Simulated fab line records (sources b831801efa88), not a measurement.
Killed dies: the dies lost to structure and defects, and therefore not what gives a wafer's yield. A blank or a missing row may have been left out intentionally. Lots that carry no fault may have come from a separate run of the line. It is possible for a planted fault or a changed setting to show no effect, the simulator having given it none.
Which tool was responsible? :: flow sky130 :: 36 wafers from 12 lots sampled at 3 of the route's 708 steps

== WHAT THE GAUGES SHOWED, per wafer ==
SKY_METAL2_OVL_MEAS_16. Usual: METAL2_OVL -2 nm, standard deviation 5.4.
lot: L318
measured: day 35 08:04
on: overlay-01
METAL2_OVL (nm): -12 -3 -4
flag: 

lot: L321
measured: day 36 11:35
on: overlay-02
METAL2_OVL (nm): 5 1 -6
flag: 

lot: L322
measured: day 36 19:47
on: overlay-02
METAL2_OVL (nm): -7 -6 -14
flag: 

lot: L324
measured: day 37 09:41
on: overlay-02
METAL2_OVL (nm): 0 2 -2
flag: 

lot: L325
measured: day 37 18:01
on: overlay-02
METAL2_OVL (nm): -4 -3 -3
flag: 

lot: L326
measured: day 38 00:11
on: overlay-02
METAL2_OVL (nm): -4 0 0
flag: 

lot: L327
measured: day 38 06:47
on: overlay-01
METAL2_OVL (nm): -6 -7 -2
flag: 

lot: L334
measured: day 40 12:04
on: overlay-02
METAL2_OVL (nm): 2 -1 -5
flag: 

lot: L335
measured: day 40 21:08
on: overlay-02
METAL2_OVL (nm): -5 -1 3
flag: 

lot: L337
measured: day 41 07:50
on: overlay-01
METAL2_OVL (nm): -1 1 -4
flag: 

lot: L338
measured: day 41 09:36
on: overlay-02
METAL2_OVL (nm): -16 -9 -8
flag: 

lot: L340
measured: day 42 01:32
on: overlay-01
METAL2_OVL (nm): -5 -2 -7
flag: 

SKY_VIA2_THK_MEAS_23: measures by xrf. Usual: VIA2_W_THK 421 nm, standard deviation 6.8.
lot: L318
measured: day 36 12:53
on: film_metro-01
VIA2_W_THK (nm): 425 432 430
flag: 

lot: L321
measured: day 37 15:59
on: film_metro-03
VIA2_W_THK (nm): 423 424 432
flag: 

lot: L322
measured: day 37 23:57
on: film_metro-02
VIA2_W_THK (nm): 420 416 430
flag: 

lot: L324
measured: day 38 12:57
on: film_metro-02
VIA2_W_THK (nm): 423 418 419
flag: 

lot: L325
measured: day 38 22:04
on: film_metro-02
VIA2_W_THK (nm): 423 427 424
flag: 

lot: L326
measured: day 39 03:20
on: film_metro-01
VIA2_W_THK (nm): 419 420 423
flag: 

lot: L327
measured: day 39 10:11
on: film_metro-03
VIA2_W_THK (nm): 421 414 420
flag: 

lot: L334
measured: day 41 15:20
on: film_metro-01
VIA2_W_THK (nm): 427 419 423
flag: 

lot: L335
measured: day 41 23:17
on: film_metro-01
VIA2_W_THK (nm): 418 422 426
flag: 

lot: L337
measured: day 42 10:29
on: film_metro-01
VIA2_W_THK (nm): 430 429 430
flag: 

lot: L338
measured: day 42 11:06
on: film_metro-02
VIA2_W_THK (nm): 415 417 415
flag: 

lot: L340
measured: day 43 02:26
on: film_metro-03
VIA2_W_THK (nm): 402 404 398
flag: 

== WHAT TOOL EACH LOT RAN ON (gives the tool, then ch and the chambers of the sampled wafers, and finally the start) ==
lot: L318
SKY_METAL2_STRIP_20: plasma_asher-04 ch 0,1, day 35 08:18

lot: L321
SKY_METAL2_STRIP_20: plasma_asher-01 ch 0,1, day 36 11:49

lot: L322
SKY_METAL2_STRIP_20: plasma_asher-04 ch 0,1, day 36 20:02

lot: L324
SKY_METAL2_STRIP_20: plasma_asher-04 ch 0,1, day 37 09:53

lot: L325
SKY_METAL2_STRIP_20: plasma_asher-02 ch 0,1, day 37 18:16

lot: L326
SKY_METAL2_STRIP_20: plasma_asher-02 ch 0,1, day 38 00:25

lot: L327
SKY_METAL2_STRIP_20: plasma_asher-04 ch 0,1, day 38 07:02

lot: L334
SKY_METAL2_STRIP_20: plasma_asher-04 ch 0,1, day 40 12:17

lot: L335
SKY_METAL2_STRIP_20: plasma_asher-01 ch 0,1, day 40 21:22

lot: L337
SKY_METAL2_STRIP_20: plasma_asher-02 ch 0,1, day 41 08:14

lot: L338
SKY_METAL2_STRIP_20: plasma_asher-01 ch 0,1, day 41 09:49

lot: L340
SKY_METAL2_STRIP_20: plasma_asher-04 ch 0, day 42 01:56
- SKY_METAL2_STRIP_20: strips in O2/N2.

== WHAT THE TOOLS THEMSELVES READ (means of the sampled wafers that have a number; where no wafer has one, the mark that the record gives instead) ==
SKY_METAL2_STRIP_20. Usual: chamber_pressure_mTorr 1500.0 mTorr, standard deviation 1.5; drypump_motor_current_A 5.8 A, standard deviation 0.35; oes_product_au 0.343 a.u., standard deviation 0.0051; strip_time_to_endpoint_s 2.70 s, standard deviation 0.037.
lot: L318
tool: plasma_asher-04
chamber_pressure_mTorr (mTorr): 1501.0
drypump_motor_current_A (A): 5.8
oes_product_au (a.u.): 0.344
strip_time_to_endpoint_s (s): 2.75
flag: 

lot: L321
tool: plasma_asher-01
chamber_pressure_mTorr (mTorr): 1500.4
drypump_motor_current_A (A): 5.9
oes_product_au (a.u.): 0.348
strip_time_to_endpoint_s (s): 2.72
flag: 

lot: L322
tool: plasma_asher-04
chamber_pressure_mTorr (mTorr): 1500.6
drypump_motor_current_A (A): 6.0
oes_product_au (a.u.): 0.339
strip_time_to_endpoint_s (s): 2.66
flag: 

lot: L324
tool: plasma_asher-04
chamber_pressure_mTorr (mTorr): 1499.9
drypump_motor_current_A (A): 5.9
oes_product_au (a.u.): 0.345
strip_time_to_endpoint_s (s): 2.67
flag: 

lot: L325
tool: plasma_asher-02
chamber_pressure_mTorr (mTorr): 1500.0
drypump_motor_current_A (A): 5.4
oes_product_au (a.u.): 0.345
strip_time_to_endpoint_s (s): 2.68
flag: 

lot: L326
tool: plasma_asher-02
chamber_pressure_mTorr (mTorr): 1500.1
drypump_motor_current_A (A): 5.4
oes_product_au (a.u.): 0.341
strip_time_to_endpoint_s (s): 2.73
flag: 

lot: L327
tool: plasma_asher-04
chamber_pressure_mTorr (mTorr): 1500.7
drypump_motor_current_A (A): 5.9
oes_product_au (a.u.): 0.342
strip_time_to_endpoint_s (s): 2.71
flag: 

lot: L334
tool: plasma_asher-04
chamber_pressure_mTorr (mTorr): 1499.9
drypump_motor_current_A (A): 6.0
oes_product_au (a.u.): 0.345
strip_time_to_endpoint_s (s): 2.74
flag: 

lot: L335
tool: plasma_asher-01
chamber_pressure_mTorr (mTorr): 1500.6
drypump_motor_current_A (A): 5.9
oes_product_au (a.u.): 0.344
strip_time_to_endpoint_s (s): 2.65
flag: 

lot: L337
tool: plasma_asher-02
chamber_pressure_mTorr (mTorr): 1501.5
drypump_motor_current_A (A): 5.4
oes_product_au (a.u.): 0.349
strip_time_to_endpoint_s (s): 2.67
flag: 

lot: L338
tool: plasma_asher-01
chamber_pressure_mTorr (mTorr): 1500.2
drypump_motor_current_A (A): 5.7
oes_product_au (a.u.): 0.342
strip_time_to_endpoint_s (s): 2.65
flag: 

lot: L340
tool: plasma_asher-04
chamber_pressure_mTorr (mTorr): 1500.7
drypump_motor_current_A (A): 5.7
oes_product_au (a.u.): 0.346
strip_time_to_endpoint_s (s): 2.68
flag: 

== THE ANSWER, worked out from the rows above alone ==
Rule: a lot is off if the mean of its wafers that have a number lies more than 3 standard deviations from the usual mean. Also off: a lot with no number at a reading for which 4 or more lots have one. Any other lot the step has rows for is counted as sound. After the gauges, taken in route order, come the tools' own readings; for these a lot's mean is taken, as printed above. At the first step where some lot is off, the reading lying furthest off is the one used; lots without a number count as furthest.
No lot is off on any of the readings shown, so nothing can be concluded from this.

== WHAT THE SIMULATOR PUT IN ==
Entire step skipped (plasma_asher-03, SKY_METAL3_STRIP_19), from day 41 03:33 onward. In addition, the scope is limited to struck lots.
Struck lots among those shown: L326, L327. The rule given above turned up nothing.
